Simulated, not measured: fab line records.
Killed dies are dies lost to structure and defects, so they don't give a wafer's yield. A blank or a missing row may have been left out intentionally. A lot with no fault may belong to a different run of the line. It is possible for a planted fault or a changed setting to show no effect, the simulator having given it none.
fab line records || flow sky130
record: {"lots": 6, "wafers": 18, "lastDay": 50}
route steps=708 shown METAL1@456 VIA1@458
lots with no fault: from the same line, run without faults
startH: hours from the record's first day to the start of the lot's first wafer shown || waitH: hours from the lot's prior step to this one || " as in the row above || L1.1+2: one row covering several wafers at once || - no value, or no start was given || * or withheld: withheld || < > ~ a bound
route shown NAME@n: a module of which the file shows steps, and the number in the route of the first || usual: mean and standard deviation over wafers with no fault || same: alike in all rows || chamber/n: place in a boat || sites: each site's reading || _std_site: their standard deviation || _edge_site: inner sites' mean taken away from outer sites' mean || radiusMm: for every site, how far away it sits from the centre of the wafer || mask NAME#n: copy n || behind: tool/chamber where the wafer was last shaped || hold: why the lot was held/for how many hours/how that ended || device: transistor that didn't switch, given as n, p or np || end of line: tests run on the same wafers once the route is complete || where a step has no rows: the recipe by itself || killed: not the wafer's yield, but the dies lost to structure and defects at the first sort || map: a wafer's dies, x killed, . not, _ none there
set.NAME: the run value of the setting; set.NAME@STEP: its run value at that earlier step || model.NAME: the simulator's own value behind a step, which no gauge read
lots seen at some steps along the route; tables by step, rows by wafer
services: the hour from which a tool's chamber was out of use, counted from the record's first day as startH (under 0 if before that day), plus the number of hours and why
== steps ==
step: SKY_METAL1_CLEAN_22
recipe: {"chemistry": "IPA", "timeS": 180, "tempC": 25}
step: SKY_METAL1_CLEAN_23
recipe: {"chemistry": "O3/DIW", "dry": "n2Spin"}
step: SKY_VIA1_HDPCVD_00
recipe: {"material": "SiO2", "targetThkNm": 1030, "sigmaOpenFrac": 0.3, "timeS": 171.7, "tempC": 400, "sih4FlowSccm": 60, "pressureMtorr": 6}
step: SKY_VIA1_THK_MEAS_01
recipe: {"reads": "SiO2_of_VIA1_HDPCVD_00"}
usual: {"VIA1_HDPCVD_THK": "1027/9.8"}
{"lot.wafer": "L156.3", "tool": "filmMetro-02", "chamber": "-", "startH": 804.58, "waitH": 0.1, "VIA1_HDPCVD_THK[nm]": 1027}
{"lot.wafer": "L156.4", "tool": "filmMetro-02", "chamber": "-", "startH": 804.58, "waitH": 0.1, "VIA1_HDPCVD_THK[nm]": 1018}
{"lot.wafer": "L156.6", "tool": "filmMetro-02", "chamber": "-", "startH": 804.58, "waitH": 0.1, "VIA1_HDPCVD_THK[nm]": 1027}
{"lot.wafer": "L158.3", "tool": "filmMetro-04", "chamber": "-", "startH": 807.67, "waitH": 0.1, "VIA1_HDPCVD_THK[nm]": 1043}
{"lot.wafer": "L158.5", "tool": "filmMetro-04", "chamber": "-", "startH": 807.67, "waitH": 0.1, "VIA1_HDPCVD_THK[nm]": 1031}
{"lot.wafer": "L158.6", "tool": "filmMetro-04", "chamber": "-", "startH": 807.67, "waitH": 0.1, "VIA1_HDPCVD_THK[nm]": 1035}
{"lot.wafer": "L162.3", "tool": "filmMetro-02", "chamber": "-", "startH": 842.24, "waitH": 0.1, "VIA1_HDPCVD_THK[nm]": 1044}
{"lot.wafer": "L162.4", "tool": "filmMetro-02", "chamber": "-", "startH": 842.24, "waitH": 0.1, "VIA1_HDPCVD_THK[nm]": 1035}
{"lot.wafer": "L162.6", "tool": "filmMetro-02", "chamber": "-", "startH": 842.24, "waitH": 0.1, "VIA1_HDPCVD_THK[nm]": 1048}
{"lot.wafer": "L163.2", "tool": "filmMetro-02", "chamber": "-", "startH": 851.06, "waitH": 0.1, "VIA1_HDPCVD_THK[nm]": 1029}
{"lot.wafer": "L163.3", "tool": "filmMetro-02", "chamber": "-", "startH": 851.06, "waitH": 0.1, "VIA1_HDPCVD_THK[nm]": 1020}
{"lot.wafer": "L163.4", "tool": "filmMetro-02", "chamber": "-", "startH": 851.06, "waitH": 0.1, "VIA1_HDPCVD_THK[nm]": 1018}
{"lot.wafer": "L172.3", "tool": "filmMetro-03", "chamber": "-", "startH": 921.65, "waitH": 0.1, "VIA1_HDPCVD_THK[nm]": 1033}
{"lot.wafer": "L172.4", "tool": "filmMetro-03", "chamber": "-", "startH": 921.65, "waitH": 0.1, "VIA1_HDPCVD_THK[nm]": 1016}
{"lot.wafer": "L172.6", "tool": "filmMetro-03", "chamber": "-", "startH": 921.65, "waitH": 0.1, "VIA1_HDPCVD_THK[nm]": 1040}
{"lot.wafer": "L174.2", "tool": "filmMetro-04", "chamber": "-", "startH": 930.81, "waitH": 0.1, "VIA1_HDPCVD_THK[nm]": 1022}
{"lot.wafer": "L174.5", "tool": "filmMetro-04", "chamber": "-", "startH": 930.81, "waitH": 0.1, "VIA1_HDPCVD_THK[nm]": 1026}
{"lot.wafer": "L174.6", "tool": "filmMetro-04", "chamber": "-", "startH": 930.81, "waitH": 0.1, "VIA1_HDPCVD_THK[nm]": 1027}
step: SKY_VIA1_CMP_02
recipe: {"material": "SiO2", "downForcePsi": 4, "platenRpm": 60, "padVelocityMS": 0.94248}
usual: {"motorCurrentA": "11.7/0.81"}
{"lot.wafer": "L156.3", "tool": "cmp-02", "chamber": 3, "startH": 804.62, "waitH": 0.0, "motorCurrentA": 11.8}
{"lot.wafer": "L156.4", "tool": "cmp-02", "chamber": 0, "startH": 804.62, "waitH": 0.0, "motorCurrentA": 11.6}
{"lot.wafer": "L156.6", "tool": "cmp-02", "chamber": 0, "startH": 804.62, "waitH": 0.0, "motorCurrentA": 12.2}
{"lot.wafer": "L158.3", "tool": "cmp-02", "chamber": 2, "startH": 807.86, "waitH": 0.2, "motorCurrentA": 12.2}
{"lot.wafer": "L158.6", "tool": "cmp-02", "chamber": 3, "startH": 807.86, "waitH": 0.2, "motorCurrentA": 11.4}
{"lot.wafer": "L158.5", "tool": "cmp-02", "chamber": 0, "startH": 807.86, "waitH": 0.2, "motorCurrentA": 11.5}
{"lot.wafer": "L162.4", "tool": "cmp-01", "chamber": 1, "startH": 842.33, "waitH": 0.1, "motorCurrentA": 10.6}
{"lot.wafer": "L162.3", "tool": "cmp-01", "chamber": 2, "startH": 842.33, "waitH": 0.1, "motorCurrentA": 11.0}
{"lot.wafer": "L162.6", "tool": "cmp-01", "chamber": 0, "startH": 842.33, "waitH": 0.1, "motorCurrentA": 13.7}
{"lot.wafer": "L163.4", "tool": "cmp-02", "chamber": 1, "startH": 851.11, "waitH": 0.0, "motorCurrentA": 10.6}
{"lot.wafer": "L163.2", "tool": "cmp-02", "chamber": 2, "startH": 851.11, "waitH": 0.0, "motorCurrentA": 11.6}
{"lot.wafer": "L163.3", "tool": "cmp-02", "chamber": 3, "startH": 851.11, "waitH": 0.0, "motorCurrentA": 11.9}
{"lot.wafer": "L172.3", "tool": "cmp-02", "chamber": 3, "startH": 921.74, "waitH": 0.1, "motorCurrentA": 11.5}
{"lot.wafer": "L172.4", "tool": "cmp-02", "chamber": 1, "startH": 921.74, "waitH": 0.1, "motorCurrentA": 10.6}
{"lot.wafer": "L172.6", "tool": "cmp-02", "chamber": 3, "startH": 921.74, "waitH": 0.1, "motorCurrentA": 11.7}
{"lot.wafer": "L174.2", "tool": "cmp-01", "chamber": 1, "startH": 931.01, "waitH": 0.2, "motorCurrentA": 11.1}
{"lot.wafer": "L174.5", "tool": "cmp-01", "chamber": 2, "startH": 931.01, "waitH": 0.2, "motorCurrentA": 11.7}
{"lot.wafer": "L174.6", "tool": "cmp-01", "chamber": 3, "startH": 931.01, "waitH": 0.2, "motorCurrentA": 12.3}
step: SKY_VIA1_BOW_MEAS_03
recipe: {"mode": "bow"}
usual: {"VIA1_BOW": "82/6.6"}
{"lot.wafer": "L156.3", "tool": "filmMetro-03", "chamber": "-", "startH": 804.96, "waitH": 0.3, "VIA1_BOW[um]": 84}
{"lot.wafer": "L156.4", "tool": "filmMetro-03", "chamber": "-", "startH": 804.96, "waitH": 0.3, "VIA1_BOW[um]": 75}
{"lot.wafer": "L156.6", "tool": "filmMetro-03", "chamber": "-", "startH": 804.96, "waitH": 0.3, "VIA1_BOW[um]": 93}
{"lot.wafer": "L158.3", "tool": "filmMetro-04", "chamber": "-", "startH": 808.05, "waitH": 0.1, "VIA1_BOW[um]": 79}
{"lot.wafer": "L158.5", "tool": "filmMetro-04", "chamber": "-", "startH": 808.05, "waitH": 0.1, "VIA1_BOW[um]": 77}
{"lot.wafer": "L158.6", "tool": "filmMetro-04", "chamber": "-", "startH": 808.05, "waitH": 0.1, "VIA1_BOW[um]": 86}
{"lot.wafer": "L162.3", "tool": "filmMetro-02", "chamber": "-", "startH": 842.62, "waitH": 0.2, "VIA1_BOW[um]": 77}
{"lot.wafer": "L162.4", "tool": "filmMetro-02", "chamber": "-", "startH": 842.62, "waitH": 0.2, "VIA1_BOW[um]": 86}
{"lot.wafer": "L162.6", "tool": "filmMetro-02", "chamber": "-", "startH": 842.62, "waitH": 0.2, "VIA1_BOW[um]": 84}
{"lot.wafer": "L163.2", "tool": "filmMetro-04", "chamber": "-", "startH": 851.43, "waitH": 0.2, "VIA1_BOW[um]": 77}
{"lot.wafer": "L163.3", "tool": "filmMetro-04", "chamber": "-", "startH": 851.43, "waitH": 0.2, "VIA1_BOW[um]": 88}
{"lot.wafer": "L163.4", "tool": "filmMetro-04", "chamber": "-", "startH": 851.43, "waitH": 0.2, "VIA1_BOW[um]": 82}
{"lot.wafer": "L172.3", "tool": "filmMetro-04", "chamber": "-", "startH": 922.03, "waitH": 0.2, "VIA1_BOW[um]": 89}
{"lot.wafer": "L172.4", "tool": "filmMetro-04", "chamber": "-", "startH": 922.03, "waitH": 0.2, "VIA1_BOW[um]": 80}
{"lot.wafer": "L172.6", "tool": "filmMetro-04", "chamber": "-", "startH": 922.03, "waitH": 0.2, "VIA1_BOW[um]": 81}
{"lot.wafer": "L174.2", "tool": "filmMetro-04", "chamber": "-", "startH": 931.18, "waitH": 0.1, "VIA1_BOW[um]": 75}
{"lot.wafer": "L174.5", "tool": "filmMetro-04", "chamber": "-", "startH": 931.18, "waitH": 0.1, "VIA1_BOW[um]": 84}
{"lot.wafer": "L174.6", "tool": "filmMetro-04", "chamber": "-", "startH": 931.18, "waitH": 0.1, "VIA1_BOW[um]": 77}
step: SKY_VIA1_DEHYDRATE_04
recipe: {"tempC": 200, "timeS": 60}
step: SKY_VIA1_HMDS_05
recipe: {"primeTimeS": 60, "primeTempC": 120}
step: SKY_VIA1_COAT_06
recipe: {"resist": "BARC", "tempC": "withheld", "timeS": "withheld", "spinRpm": 3000, "resistThkNm": 60}
step: SKY_VIA1_COAT_07
recipe: {"resist": "KrF-thick", "spinRpm": 3000, "resistThkNm": 450}
step: SKY_VIA1_SOFTBAKE_08
recipe: {"tempC": 100, "timeS": 90, "resist": "KrF-thick"}
step: SKY_VIA1_EXPOSE_09
recipe: {"maskId": "VIM", "na": 0.8, "sourceShape": "annular", "sigmaInner": 0.55, "sigmaOuter": 0.85, "targetCdNm": 150, "doseMj": 38}
step: SKY_VIA1_PEB_10
recipe: {"pebTempC": "withheld", "pebTimeS": "withheld", "resist": "KrF-thick"}
usual: {"chillPlateTempC": "*", "exhaustPa": "44.9/0.94"}
{"lot.wafer": "L156.3", "tool": "lithoTrack-02", "chamber": 0, "startH": 831, "waitH": "-", "chillPlateTempC": "*", "exhaustPa": 43.8}
{"lot.wafer": "L156.4", "tool": "lithoTrack-02", "chamber": 0, "startH": 831, "waitH": "-", "chillPlateTempC": "*", "exhaustPa": 44.3}
{"lot.wafer": "L156.6", "tool": "lithoTrack-02", "chamber": 0, "startH": 831, "waitH": "-", "chillPlateTempC": "*", "exhaustPa": 44.1}
{"lot.wafer": "L158.3", "tool": "lithoTrack-04", "chamber": 0, "startH": 834, "waitH": "-", "chillPlateTempC": "*", "exhaustPa": 46.8}
{"lot.wafer": "L158.5", "tool": "lithoTrack-04", "chamber": 0, "startH": 834, "waitH": "-", "chillPlateTempC": "*", "exhaustPa": 46.0}
{"lot.wafer": "L158.6", "tool": "lithoTrack-04", "chamber": 0, "startH": 834, "waitH": "-", "chillPlateTempC": "*", "exhaustPa": 47.2}
{"lot.wafer": "L162.3", "tool": "lithoTrack-04", "chamber": "-", "startH": 868, "waitH": "-", "chillPlateTempC": "-", "exhaustPa": "-"}
{"lot.wafer": "L162.4", "tool": "lithoTrack-04", "chamber": "-", "startH": 868, "waitH": "-", "chillPlateTempC": "-", "exhaustPa": "-"}
{"lot.wafer": "L162.6", "tool": "lithoTrack-04", "chamber": "-", "startH": 868, "waitH": "-", "chillPlateTempC": "-", "exhaustPa": "-"}
{"lot.wafer": "L163.2", "tool": "lithoTrack-02", "chamber": "-", "startH": 877, "waitH": "-", "chillPlateTempC": "-", "exhaustPa": "-"}
{"lot.wafer": "L163.3", "tool": "lithoTrack-02", "chamber": "-", "startH": 877, "waitH": "-", "chillPlateTempC": "-", "exhaustPa": "-"}
{"lot.wafer": "L163.4", "tool": "lithoTrack-02", "chamber": "-", "startH": 877, "waitH": "-", "chillPlateTempC": "-", "exhaustPa": "-"}
{"lot.wafer": "L172.3", "tool": "lithoTrack-03", "chamber": 0, "startH": 946, "waitH": "-", "chillPlateTempC": "*", "exhaustPa": 45.2}
{"lot.wafer": "L172.4", "tool": "lithoTrack-03", "chamber": 0, "startH": 946, "waitH": "-", "chillPlateTempC": "*", "exhaustPa": 46.3}
{"lot.wafer": "L172.6", "tool": "lithoTrack-03", "chamber": 0, "startH": 946, "waitH": "-", "chillPlateTempC": "*", "exhaustPa": 45.4}
{"lot.wafer": "L174.2", "tool": "lithoTrack-04", "chamber": 0, "startH": 955, "waitH": "-", "chillPlateTempC": "*", "exhaustPa": 43.6}
{"lot.wafer": "L174.5", "tool": "lithoTrack-04", "chamber": 0, "startH": 955, "waitH": "-", "chillPlateTempC": "*", "exhaustPa": 45.2}
{"lot.wafer": "L174.6", "tool": "lithoTrack-04", "chamber": 0, "startH": 955, "waitH": "-", "chillPlateTempC": "*", "exhaustPa": 44.2}
step: SKY_VIA1_DEVELOP_11
recipe: {"developTimeS": 60, "resist": "KrF-thick", "devTempC": 21}
== services ==
{"tool": "cmp-01", "chamber": "-", "startH": 781.59, "hours": 1.7, "kind": "repair"}
{"tool": "cmp-02", "chamber": "-", "startH": 834.53, "hours": 3.8, "kind": "repair"}
{"tool": "cmp-01", "chamber": "-", "startH": 849.31, "hours": 3.4, "kind": "repair"}
{"tool": "cmp-01", "chamber": "-", "startH": 861.18, "hours": 0.8, "kind": "repair"}
{"tool": "cmp-02", "chamber": "-", "startH": 895.50, "hours": 4.1, "kind": "pm"}
{"tool": "cmp-01", "chamber": "-", "startH": 900.53, "hours": 0.6, "kind": "repair"}
{"tool": "cmp-02", "chamber": "-", "startH": 912.14, "hours": 4.0, "kind": "pm"}
{"tool": "cmp-02", "chamber": "-", "startH": 916.14, "hours": "-", "kind": "consumableReplace:conditioner"}
{"tool": "cmp-02", "chamber": "-", "startH": 916.14, "hours": "-", "kind": "consumableReplace:pad"}
{"tool": "cmp-01", "chamber": "-", "startH": 943.29, "hours": 0.4, "kind": "repair"}
{"tool": "cmp-01", "chamber": "-", "startH": 947.81, "hours": 7.6, "kind": "repair"}
== key ==
firstSign: {"step": "SKY_VIA1_PEB_10", "reading": "toolRecord", "direction": "missing"}
effect none on later readings
metAt SKY_VIA1_PEB_10
struckWafers L162.3,L162.4,L162.6,L163.2,L163.3,L163.4
laterRowsLeftOut L162.3,L162.4,L162.6,L163.2,L163.3,L163.4
sortLeftOut L162.3,L162.4,L162.6,L163.2,L163.3,L163.4
onsetBetween 834 868
fault: {"kind": "skippedStepWhole", "tool": "lithoTrack-02,lithoTrack-04", "chamber": "-", "onsetH": 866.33, "steps": "SKY_VIA1_PEB_10", "scope": "struckLotsOnly"}
sortLeftOut: the simulated sort isn't trusted on such a fault, so these wafers' sort isn't shown, and their yield isn't known
laterRowsLeftOut: the simulator's readings of these wafers behind a module that went badly wrong aren't trusted and aren't shown, but for the sort
